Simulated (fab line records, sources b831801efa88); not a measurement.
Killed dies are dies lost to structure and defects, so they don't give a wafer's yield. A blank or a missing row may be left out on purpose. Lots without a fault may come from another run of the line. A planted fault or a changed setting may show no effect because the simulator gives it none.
fab line records | flow sky130
record lots=6 wafers=18 last_day=50
route steps=708 shown LDD_N@252 LDD_P@255 LDD_HVN@267 PAD_OPEN@708
lots that met no fault: from a run of the same line without faults
start_h: hours from the record's first day to the start of the lot's first wafer shown | wait_h: hours since the lot's step before | " the same as in the row above | L1.1+2: a row that stands for several wafers | - no value, or no start given | * or withheld: withheld | < > ~ a bound
route shown NAME@n: a module of which the file shows steps, and the number in the route of the first | usual: mean/standard deviation of fault-free wafers | same: alike in all rows | chamber/n: place in a boat | sites: the reading at each site | _std_site: their standard deviation | _edge_site: outer sites' mean less inner sites' | radius_mm: how far each site lies from the wafer's centre | mask NAME#n: copy n | behind: the tool/chamber that last shaped the wafer | hold: why the lot was held/for how many hours/how that ended | device: the transistor (n, p or np) that didn't switch | end of line: the same wafers' tests at the end of the route | a step without rows: its recipe alone | killed: dies lost to structure and defects at the first sort, not the wafer's yield | map: a wafer's dies, x killed, . not, _ none there
set.NAME: the setting as run; set.NAME@STEP: as run at that earlier step | model.NAME: the simulator's own value behind a step, which no gauge read
lots at some steps of the route; a table a step, a row a wafer
services: from which hour (start_h, from the record's first day; less than 0 if before it) a tool's chamber was out of use, for how many hours, and why
## steps
# step SKY_LDD_N_IMPLANT_15
# recipe species=BF2 energy_kev=50 dose_cm2=5e+12 tilt_deg=30 rotation_deg=270
# step SKY_LDD_N_STRIP_16
# recipe chemistry=O2/N2 power_w=1400 pressure_mtorr=1500 platen_temp_c=withheld o2_flow_sccm=3000 n2_flow_sccm=300 overash_fraction=0.5
# usual drypump_motor_current_A=5.3/0.38 oes_product_au=0.406/0.0046 strip_time_to_endpoint_s=4.319/0.015
# same overash_fraction=0.5
# columns lot.wafer tool chamber start_h wait_h drypump_motor_current_A oes_product_au rf_hours_counter_h strip_time_to_endpoint_s
L329.2 plasma_asher-03 1 417.02 0.1 5.3 0.409 61 4.308
L329.5 " 0 " " 5.5 0.408 - 4.314
L329.6 " 1 " " 5.4 0.394 - 4.288
L335.2 plasma_asher-01 0 469.76 0.1 4.9 0.407 79 4.290
L335.3 " 1 " " 5.1 0.411 - 4.303
L335.5 " 1 " " 5.1 0.404 - 4.320
L338.3 plasma_asher-03 0 493.83 0.1 5.5 0.400 - 4.314
L338.4 " 1 " " 5.3 0.408 - 4.335
L338.5 " 0 " " 5.5 0.402 - 4.334
L339.1 plasma_asher-04 1 507.51 0.1 4.7 0.406 37 4.319
L339.2 " 0 " " 5.9 0.401 37 4.319
L339.6 " 0 " " 5.9 0.401 - 4.325
L346.3 plasma_asher-04 0 556.88 0.1 5.9 0.410 - 4.291
L346.4 " 1 " " 4.7 0.404 - 4.300
L346.6 " 1 " " 4.7 0.409 - 4.304
L350.2 plasma_asher-03 0 599.26 0.1 5.5 0.413 80 4.325
L350.4 " 1 " " 5.3 0.407 - 4.348
L350.5 " 1 " " 5.3 0.405 - 4.332
# step SKY_LDD_N_TW_MEAS_17
# usual LDD_N_TW=2582/12
# columns lot.wafer tool chamber start_h wait_h LDD_N_TW
L329.2 film_metro-03 - 417.13 0.1 2601
L329.5 " - " " 2587
L329.6 " - " " 2585
L335.2 film_metro-02 - 469.87 0.1 2571
L335.3 " - " " 2573
L335.5 " - " " 2574
L338.3 film_metro-03 - 493.91 0.1 2578
L338.4 " - " " 2577
L338.5 " - " " 2585
L339.1 film_metro-01 - 507.61 0.1 2584
L339.2 " - " " 2567
L339.6 " - " " 2564
L346.3 film_metro-02 - 556.97 0.1 2589
L346.4 " - " " 2594
L346.6 " - " " 2565
L350.2 film_metro-03 - 599.37 0.1 2594
L350.4 " - " " 2595
L350.5 " - " " 2608
# step SKY_LDD_P_DEHYDRATE_00
# recipe temp_c=200 time_s=60
# step SKY_LDD_P_HMDS_01
# recipe prime_time_s=60 prime_temp_c=120
# step SKY_LDD_P_COAT_02
# recipe resist=NOVOLAK spin_rpm=3000 resist_thk_nm=1140
# step SKY_LDD_P_SOFTBAKE_03
# recipe temp_c=90 time_s=60 resist=NOVOLAK
# step SKY_LDD_P_EXPOSE_04
# recipe mask_id=PSDM na=0.6 source_shape=conventional sigma_outer=0.6 polarization=unpolarized target_cd_nm=380 dose_mj=138
# step SKY_LDD_P_PEB_05
# recipe temp_c=withheld time_s=* resist=NOVOLAK
# step SKY_LDD_P_DEVELOP_06
# recipe resist=NOVOLAK developer=TMAH develop_time_s=60 dev_temp_c=23
# step SKY_LDD_P_CD_MEAS_07
# recipe target_cd_nm=380
# usual cd_nm=380.4/2.2
# columns lot.wafer tool chamber start_h wait_h cd_nm
L329.2 cd_sem-01 - 447.00 0.1 381.7
L329.5 " - " " 382.2
L329.6 " - " " 382.8
L335.2 cd_sem-01 - 500.25 0.1 380.2
L335.3 " - " " 382.3
L335.5 " - " " 380.4
L338.3 cd_sem-01 - 524.37 0.1 378.6
L338.4 " - " " 376.1
L338.5 " - " " 379.4
L339.1 cd_sem-01 - 537.71 0.1 376.0
L339.2 " - " " 374.7
L339.6 " - " " 377.8
L346.3 cd_sem-01 - 586.65 0.1 385.1
L346.4 " - " " 381.9
L346.6 " - " " 382.3
L350.2 cd_sem-02 - 628.30 0.1 384.7
L350.4 " - " " 382.6
L350.5 " - " " 381.6
# step SKY_LDD_P_OVL_MEAS_08
# usual LDD_P_OVL=0.9/1.4
# columns lot.wafer tool chamber start_h wait_h LDD_P_OVL[nm]
L329.2 overlay-01 - 447.11 0.1 1.1
L329.5 " - " " 1.6
L329.6 " - " " -0.3
L335.2 overlay-02 - 500.36 0.1 1.1
L335.3 " - " " -0.6
L335.5 " - " " 1.9
L338.3 overlay-02 - 524.46 0.1 1.5
L338.4 " - " " 0.1
L338.5 " - " " 1.4
L339.1 overlay-02 - 537.83 0.1 -1.3
L339.2 " - " " -2.0
L339.6 " - " " -0.8
L346.3 overlay-01 - 586.74 0.1 4.6
L346.4 " - " " 2.8
L346.6 " - " " 1.2
L350.2 overlay-02 - 628.41 0.1 -0.4
L350.4 " - " " 2.2
L350.5 " - " " 0.9
# step SKY_LDD_P_IMPLANT_09
# recipe species=BF2 energy_kev=25 dose_cm2=1e+13 tilt_deg=withheld
# usual dose_ions_cm2=1e+13/1e+10 faraday_current_uA=56.4/1.1
# columns lot.wafer tool chamber start_h wait_h dose_ions_cm2 faraday_current_uA
L329.2 implanter-04 0 447.16 0.0 1.0025e+13 57.3
L329.5 " 0 " " 1.0014e+13 54.2
L329.6 " 0 " " 1.0021e+13 56.1
L335.2 implanter-01 0 500.41 0.0 9.996e+12 55.6
L335.3 " 0 " " 9.989e+12 57.7
L335.5 " 0 " " 9.996e+12 55.8
L338.3 implanter-01 0 524.54 0.1 1.4818e+13 84.1
L338.4 " 0 " " 1.4806e+13 83.7
L338.5 " 0 " " 1.48e+13 82.4
L339.1 implanter-01 0 537.86 0.0 1.4806e+13 84.4
L339.2 " 0 " " 1.4812e+13 85.7
L339.6 " 0 " " 1.4814e+13 81.6
L346.3 implanter-01 0 586.81 0.1 9.995e+12 56.0
L346.4 " 0 " " 1.001e+13 57.2
L346.6 " 0 " " 1.0005e+13 56.6
L350.2 implanter-04 0 628.46 0.0 1.0004e+13 55.6
L350.4 " 0 " " 1.0015e+13 56.3
L350.5 " 0 " " 9.998e+12 58.1
# step SKY_LDD_P_STRIP_10
# recipe chemistry=O2/N2 power_w=1400 pressure_mtorr=1500 platen_temp_c=withheld o2_flow_sccm=3000 n2_flow_sccm=300 overash_fraction=0.5
# usual drypump_motor_current_A=5.4/0.56 oes_product_au=0.716/0.0045 strip_time_to_endpoint_s=14.18/0.041
# same overash_fraction=0.5
# columns lot.wafer tool chamber start_h wait_h drypump_motor_current_A oes_product_au rf_hours_counter_h strip_time_to_endpoint_s
L329.2 plasma_asher-04 0 447.29 0.1 5.9 0.707 31 14.19
L329.5 " 0 " " 5.9 0.714 - 14.18
L329.6 " 1 " " 4.7 0.718 - 14.21
L335.2 plasma_asher-02 0 500.54 0.1 6.3 0.713 6 14.16
L335.3 " 0 " " 6.3 0.718 - 14.21
L335.5 " 0 " " 6.3 0.715 - 14.20
L338.3 plasma_asher-04 1 524.67 0.1 4.7 0.715 - 14.14
L338.4 " 0 " " 5.9 0.717 - 14.20
L338.5 " 1 " " 4.7 0.719 - 14.14
L339.1 plasma_asher-04 0 538.01 0.1 5.9 0.714 40 14.22
L339.2 " 1 " " 4.7 0.718 40 14.22
L339.6 " 0 " " 5.9 0.717 - 14.15
L346.3 plasma_asher-01 0 586.95 0.1 4.9 0.712 - 14.14
L346.4 " 1 " " 5.1 0.706 - 14.13
L346.6 " 1 " " 5.1 0.711 - 14.20
L350.2 plasma_asher-01 0 628.59 0.1 4.9 0.714 95 14.22
L350.4 " 0 " " 4.9 0.722 - 14.20
L350.5 " 1 " " 5.1 0.713 - 14.24
# step SKY_LDD_P_TW_MEAS_11
# usual LDD_P_TW=635/3.3
# columns lot.wafer tool chamber start_h wait_h LDD_P_TW
L329.2 film_metro-02 - 447.40 0.1 637
L329.5 " - " " 639
L329.6 " - " " 635
L335.2 film_metro-02 - 500.65 0.1 632
L335.3 " - " " 634
L335.5 " - " " 637
L338.3 film_metro-04 - 524.76 0.1 719
L338.4 " - " " 716
L338.5 " - " " 719
L339.1 film_metro-02 - 538.11 0.1 717
L339.2 " - " " 721
L339.6 " - " " 719
L346.3 film_metro-04 - 587.03 0.1 632
L346.4 " - " " 631
L346.6 " - " " 630
L350.2 film_metro-04 - 628.70 0.1 633
L350.4 " - " " 635
L350.5 " - " " 632
# step SKY_LDD_HVN_DEHYDRATE_00
# recipe temp_c=200 time_s=60
# step SKY_PAD_OPEN_PROBE_99
# usual killed_at_M0_to_M3=43/7.1 killed_at_M4_up=3.1/1.7 killed_at_contacts=23/5.1 killed_at_front_end=14/4.4 killed_at_other=0.3/0.47 killed_dies=84/9.9 killed_open=45/6.6 killed_short=38/6.8
# same gross_dies=492 killed_at_back_side=0
# columns lot.wafer tool chamber start_h wait_h killed_at_M0_to_M3 killed_at_M4_up killed_at_contacts killed_at_front_end killed_at_other killed_dies killed_open killed_short model.etest.tip_p.rs_ohm_sq model.etest.pfet_01v8.r_on_ohm_um model.etest.pfet_01v8.drive_ua_um model.etest.sram_pfet_latch.drive_ua_um model.etest.pfet_01v8_hvt.drive_ua_um model.etest.pfet_01v8.off_log10_a_um model.etest.sram_pfet_latch.off_log10_a_um model.etest.pfet_01v8_hvt.off_log10_a_um
L329.2 prober-01 - 1085.39 0.1 39 5 26 14 0 84 45 39 6890 2885 192.7 142.5 142.7 -9.837 -12.78 -13.22
L329.5 prober-01 - 1085.54 0.2 45 2 28 16 1 92 58 34 6868 2851 196.4 139.5 145.2 -9.742 -12.98 -13.22
L329.6 prober-01 - 1085.59 0.2 44 7 26 18 0 95 44 51 6899 2943 190.1 134.4 140.8 -9.907 -13.13 -13.25
L335.2 prober-01 - 1122.33 0.1 41 7 26 14 0 88 47 41 6855 2881 195.2 139.6 144.8 -9.822 -12.92 -13.09
L335.3 prober-01 - 1122.38 0.2 54 3 32 16 0 105 53 52 6816 2933 189.1 142.8 142.2 -9.882 -12.7 -13.2
L335.5 prober-01 - 1122.48 0.2 45 2 19 12 2 80 44 36 6887 2905 191.1 142.7 143.2 -9.671 -12.58 -12.96
L338.3 prober-01 - 1138.53 0.2 47 4 21 14 0 86 53 33 5014 2757 205.9 153.3 153.7 -9.047 -12.22 -12.8
L338.4 prober-01 - 1138.58 0.2 46 4 24 13 0 87 48 39 5006 2771 204.1 145.8 152 -8.874 -12.35 -12.49
L338.5 prober-01 - 1138.63 0.2 49 1 24 8 0 82 47 35 5012 2760 205.1 151.8 152.4 -8.764 -12.19 -12.61
L339.1 prober-02 - 1143.80 0.1 52 3 23 19 0 97 58 39 5004 2748 203.8 153.6 152 -9.284 -12.41 -12.73
L339.2 prober-02 - 1143.85 0.1 46 3 31 9 0 89 52 37 5038 2700 209.6 154.3 156.8 -8.863 -12.14 -12.76
L339.6 prober-02 - 1144.05 0.2 51 1 28 12 0 92 49 43 5013 2772 204.4 153.8 152.2 -9.219 -12.29 -12.88
L346.3 prober-02 - 1175.95 0.2 31 3 26 19 0 79 45 34 6820 2838 198.2 142.1 146.8 -9.281 -12.69 -12.86
L346.4 prober-02 - 1176.00 0.2 47 5 18 9 0 79 42 37 6891 2807 199.9 141.3 149.1 -9.14 -12.6 -12.9
L346.6 prober-02 - 1176.10 0.2 51 5 20 14 1 91 43 48 6795 2826 196.7 145.2 147.8 -9.336 -12.51 -12.81
L350.2 prober-01 - 1198.25 0.1 40 4 18 14 0 76 36 40 6850 2924 189.3 144.3 141.8 -9.816 -12.81 -13.09
L350.4 prober-01 - 1198.35 0.2 48 5 43 16 0 112 60 52 6829 2902 191.6 139.5 144.6 -9.733 -12.87 -13.12
L350.5 prober-01 - 1198.40 0.2 47 4 16 8 0 75 41 34 6836 2958 188.1 140.3 140.6 -9.854 -12.85 -13.11
# killed by level:class
L329.2 VIA2:geometric_particle:open=8 LI_CONTACT:geometric_particle:open=7 CONTACT:geometric_particle:open=7 VIA1:geometric_particle:open=7 CONTACT:geometric_particle:short=6 METAL1:geometric_particle:short=5 METAL2:geometric_particle:short=5 POLY_GATE:geometric_particle:open=4
L329.5 VIA1:geometric_particle:open=13 CONTACT:geometric_particle:open=13 LI_CONTACT:geometric_particle:open=6 METAL2:geometric_particle:short=6 VIA2:geometric_particle:open=6 METAL1:geometric_particle:short=5 VIA3:geometric_particle:open=5 FIELD_ISO:geometric_particle:short=4
L329.6 CONTACT:geometric_particle:open=10 POLY_GATE:geometric_particle:short=9 VIA2:geometric_particle:open=7 VIA3:geometric_particle:open=7 VIA1:geometric_particle:short=7 VIA1:geometric_particle:open=7 LI_CONTACT:geometric_particle:open=6 METAL1:geometric_particle:short=5
L335.2 VIA1:geometric_particle:open=9 LI_CONTACT:geometric_particle:open=7 VIA2:geometric_particle:open=7 CONTACT:geometric_particle:open=6 METAL4:geometric_particle:short=5 LI_CONTACT:geometric_particle:short=5 LOCAL_INTERCONNECT:geometric_particle:short=5 FIELD_ISO:geometric_particle:open=4
L335.3 CONTACT:geometric_particle:open=13 VIA1:geometric_particle:open=9 METAL1:geometric_particle:short=8 CONTACT:geometric_particle:short=7 VIA2:geometric_particle:short=6 VIA3:geometric_particle:open=6 POLY_GATE:geometric_particle:open=5 LI_CONTACT:geometric_particle:open=5
L335.5 VIA1:geometric_particle:open=10 CONTACT:geometric_particle:open=8 VIA3:geometric_particle:open=8 CONTACT:geometric_particle:short=6 VIA2:geometric_particle:open=6 VIA1:geometric_particle:short=5 METAL3:geometric_particle:short=3 METAL1:geometric_particle:open=3
L338.3 VIA2:geometric_particle:open=11 CONTACT:geometric_particle:open=10 VIA1:geometric_particle:open=10 VIA3:geometric_particle:open=6 METAL1:geometric_particle:short=6 POLY_GATE:geometric_particle:short=4 LI_CONTACT:geometric_particle:open=4 METAL2:geometric_particle:short=4
L338.4 VIA1:geometric_particle:open=10 CONTACT:geometric_particle:open=8 METAL1:geometric_particle:short=7 METAL2:geometric_particle:short=6 LI_CONTACT:geometric_particle:open=5 VIA2:geometric_particle:open=5 VIA3:geometric_particle:open=5 CONTACT:geometric_particle:short=4
L338.5 VIA1:geometric_particle:open=13 LI_CONTACT:geometric_particle:open=10 METAL1:geometric_particle:short=7 VIA3:geometric_particle:open=6 VIA2:geometric_particle:open=6 LI_CONTACT:geometric_particle:short=5 CONTACT:geometric_particle:open=5 VIA1:geometric_particle:short=4
L339.1 VIA1:geometric_particle:open=19 CONTACT:geometric_particle:open=10 METAL1:geometric_particle:short=8 POLY_GATE:geometric_particle:open=6 LI_CONTACT:geometric_particle:open=6 POLY_GATE:geometric_particle:short=5 METAL2:geometric_particle:short=5 FIELD_ISO:geometric_particle:open=4
L339.2 CONTACT:geometric_particle:open=16 VIA3:geometric_particle:open=9 LI_CONTACT:geometric_particle:open=7 VIA1:geometric_particle:open=7 VIA2:geometric_particle:open=7 CONTACT:geometric_particle:short=5 METAL3:geometric_particle:short=5 VIA3:geometric_particle:short=4
L339.6 VIA1:geometric_particle:open=14 CONTACT:geometric_particle:open=11 VIA3:geometric_particle:open=9 LOCAL_INTERCONNECT:geometric_particle:short=7 VIA2:geometric_particle:open=6 LI_CONTACT:geometric_particle:open=5 VIA1:geometric_particle:short=5 POLY_GATE:geometric_particle:short=4
L346.3 CONTACT:geometric_particle:open=14 FIELD_ISO:geometric_particle:open=7 CONTACT:geometric_particle:short=6 VIA1:geometric_particle:open=5 VIA3:geometric_particle:open=5 SPACER:geometric_particle:short=4 LI_CONTACT:geometric_particle:open=4 METAL1:geometric_particle:short=4
L346.4 VIA1:geometric_particle:open=19 CONTACT:geometric_particle:open=8 VIA1:geometric_particle:short=6 VIA3:geometric_particle:open=6 CONTACT:geometric_particle:short=5 METAL2:geometric_particle:short=5 METAL4:geometric_particle:short=5 METAL1:geometric_particle:short=3
L346.6 VIA1:geometric_particle:open=14 CONTACT:geometric_particle:open=6 METAL2:geometric_particle:short=6 VIA3:geometric_particle:open=6 CONTACT:geometric_particle:short=5 VIA3:geometric_particle:short=5 VIA1:geometric_particle:short=5 FIELD_ISO:geometric_particle:short=4
L350.2 METAL1:geometric_particle:short=11 VIA1:geometric_particle:open=8 METAL2:geometric_particle:short=7 VIA2:geometric_particle:open=6 FIELD_ISO:geometric_particle:short=4 LI_CONTACT:geometric_particle:open=4 CONTACT:geometric_particle:open=4 METAL4:geometric_particle:short=4
L350.4 CONTACT:geometric_particle:open=17 VIA1:geometric_particle:open=13 LI_CONTACT:geometric_particle:open=10 CONTACT:geometric_particle:short=10 METAL1:geometric_particle:short=8 VIA3:geometric_particle:open=7 FIELD_ISO:geometric_particle:short=5 POLY_GATE:geometric_particle:short=5
L350.5 VIA1:geometric_particle:open=10 VIA3:geometric_particle:open=8 METAL1:geometric_particle:short=6 LI_CONTACT:geometric_particle:open=5 VIA3:geometric_particle:short=5 METAL2:geometric_particle:short=5 CONTACT:geometric_particle:open=4 CONTACT:geometric_particle:short=4
## services
# columns tool chamber start_h hours kind
plasma_asher-01 - 408.87 9.4 repair
plasma_asher-04 - 419.74 0.4 repair
plasma_asher-02 - 421.25 9.0 pm
plasma_asher-02 0 421.25 9.0 vent_cycle
plasma_asher-02 1 421.25 9.0 vent_cycle
implanter-01 - 423.62 2.3 repair
plasma_asher-02 0 430.25 - clean
plasma_asher-02 1 430.25 - clean
plasma_asher-03 - 461.51 1.4 repair
implanter-04 - 573.32 13.5 pm
plasma_asher-01 - 578.85 2.8 pm
plasma_asher-01 - 591.32 3.3 repair
implanter-01 - 598.11 3.1 repair
plasma_asher-03 - 601.09 52.7 repair
plasma_asher-03 - 623.90 3.5 repair
## key
first_sign step=SKY_LDD_P_IMPLANT_09 reading=dose_ions_cm2 direction=up sigmas=99+ usual=* struck=*
effect step=SKY_LDD_P_IMPLANT_09 reading=faraday_current_uA direction=up sigmas=25 usual=56.4 struck=83.6
effect step=SKY_LDD_P_TW_MEAS_11 reading=LDD_P_TW direction=up sigmas=25 usual=635 struck=719
model_effect step=SKY_PAD_OPEN_PROBE_99 value=etest.tip_p.rs_ohm_sq without=6939 struck=5015
met_at SKY_LDD_P_IMPLANT_09
struck_wafers L338.3,L338.4,L338.5,L339.1,L339.2,L339.6
tester_left_out L338,L339
onset_between 500.41 524.54
fault kind=process_parameter_drift tool=implanter-01 chamber=- onset_h=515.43 steps=SKY_LDD_P_IMPLANT_09 channel=dose_cm2 offset=* shape=step end_h=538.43 acts_in=* stated=*
# tester_left_out: of these lots the tester's yield and bins aren't shown, on N5 and GAA mostly nor the transistor test; their killed dies are dies lost to structure and defects alone, not to doping, threshold or leakage, so they don't give the yield
